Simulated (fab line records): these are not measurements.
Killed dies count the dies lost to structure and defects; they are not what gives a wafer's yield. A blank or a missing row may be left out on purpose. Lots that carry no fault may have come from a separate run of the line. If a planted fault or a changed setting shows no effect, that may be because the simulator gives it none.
Which tool was responsible? -- flow gf180mcu -- Sampling: 13 lots, 39 wafers, 3 of 602 route steps

== WHAT THE GAUGES READ, wafer by wafer ==
GF_V5_OVL_MEAS_15.
lot,measured,on,V5_OVL (nm)
L619,day 27 22:10,overlay-02,0 -8 -12
L620,day 28 07:44,overlay-02,9 4 4
L622,day 28 23:19,overlay-02,4 5 4
L623,day 29 05:19,overlay-02,5 1 6
L625,day 29 19:27,overlay-02,3 5 8
L626,day 29 23:03,overlay-02,0 2 -6
L630,day 31 05:28,overlay-02,3 2 2
L633,day 32 00:55,overlay-01,7 3 9
L634,day 32 04:17,overlay-01,-2 1 0
L635,day 32 11:59,overlay-02,5 1 6
L636,day 32 15:47,overlay-02,1 -4 -1
L638,day 33 03:09,overlay-01,0 3 1
L639,day 33 07:11,overlay-02,4 11 5

== TOOL THAT RAN EACH LOT (tool first, then ch and the chambers of the sampled wafers, then the start) ==
lot,GF_V1_CVD_23,GF_M5_ETCH_09
L619,"cvdW-02 ch 0,1, day 19 00:46","rieDiel-01 ch 0,3, day 27 00:19"
L620,"cvdW-01 ch 0,1, day 19 14:05","rieDiel-04 ch 0,1,3, day 27 11:08"
L622,"cvdW-02 ch 0,1, day 20 08:35","rieDiel-02 ch 0,1,3, day 28 02:17"
L623,"cvdW-02 ch 0, day 20 16:57","rieDiel-02 ch 0,2, day 28 09:31"
L625,"cvdW-02 ch 0,1, day 21 07:57","rieDiel-04 ch 0,1,2, day 28 23:42"
L626,"cvdW-02 ch 0,1, day 21 13:20","rieDiel-02 ch 0,3, day 29 02:53"
L630,"cvdW-01 ch 0,1, day 23 02:59","rieDiel-02 ch 0,1,3, day 30 10:03"
L633,"cvdW-01 ch 0,1, day 24 04:16","rieDiel-04 ch 1,2,3, day 31 06:08"
L634,"cvdW-02 ch 0,1, day 24 09:56","rieDiel-01 ch 2,3, day 31 10:37"
L635,"cvdW-01 ch 0,1, day 24 20:14","rieDiel-01 ch 1,2,3, day 31 17:32"
L636,"cvdW-02 ch 0,1, day 25 00:13","rieDiel-01 ch 0,3, day 31 21:42"
L638,"cvdW-02 ch 0,1, day 25 18:07","rieDiel-04 ch 0,1,3, day 32 10:28"
L639,"cvdW-02 ch 0,1, day 25 22:25","rieDiel-02 ch 0,2, day 32 14:08"
- GF_V1_CVD_23: deposits W, target thk 350 nm, time 105.05 s.
- GF_M5_ETCH_09: etches Si3N4 in CF4/O2, target depth 52 nm, time 11.6 s.

== WHAT THE TOOLS THEMSELVES READ (means of the sampled wafers that have a number; where no wafer has one, the mark that the record gives instead) ==
GF_V1_CVD_23.
lot,tool,heaterPowerOuterW (W),heaterPowerW (W)
L619,cvdW-02,471,787
L620,cvdW-01,454,762
L622,cvdW-02,481,793
L623,cvdW-02,507,805
L625,cvdW-02,465,785
L626,cvdW-02,483,790
L630,cvdW-01,461,761
L633,cvdW-01,453,764
L634,cvdW-02,484,800
L635,cvdW-01,464,768
L636,cvdW-02,490,803
L638,cvdW-02,467,781
L639,cvdW-02,480,802

GF_M5_ETCH_09.
lot,tool,biasW (W),drypumpMotorCurrentA (A),oesProductAu (a.u.),throttleValvePct (%)
L619,rieDiel-01,150.4,6.3,1.001,5.961
L620,rieDiel-04,150.4,5.5,1.011,5.971
L622,rieDiel-02,149.8,5.9,0.998,5.977
L623,rieDiel-02,149.8,6.1,1.003,5.961
L625,rieDiel-04,149.9,5.8,1.001,5.976
L626,rieDiel-02,149.8,5.8,1.002,5.977
L630,rieDiel-02,150.5,5.8,1.002,5.970
L633,rieDiel-04,150.3,5.6,1.001,5.971
L634,rieDiel-01,150.6,6.2,1.002,5.971
L635,rieDiel-01,150.3,5.9,1.004,5.971
L636,rieDiel-01,149.8,6.4,1.013,5.980
L638,rieDiel-04,150.0,5.5,0.997,5.967
L639,rieDiel-02,150.2,6.2,1.005,5.972

== THE ANSWER, worked out from the rows above alone ==
Rule: what is usual is taken from the lots themselves. The widest of any qualifying gaps counts: lots, ordered by their means at a reading, are off when they make up no more than a third of the lots, leave a main group of 4 or more, and stand apart from it by 3 or more times the standard deviation of that group's means. A main group whose means are all the same, to the digits that the tables above print for the reading, isn't used. A lot without any number at a reading at which 4 lots or more have one is off too. The other lots that the step has rows for count as sound. The gauges are gone through in route order, then the tools' own readings, and for those a lot's mean is taken as printed above. At the first step where some lot is off, the reading lying furthest off is the one used; lots without a number count as furthest.
No lot is off on any of the readings shown, so nothing can be concluded from this.

== WHAT THE SIMULATOR HAD PUT IN ==
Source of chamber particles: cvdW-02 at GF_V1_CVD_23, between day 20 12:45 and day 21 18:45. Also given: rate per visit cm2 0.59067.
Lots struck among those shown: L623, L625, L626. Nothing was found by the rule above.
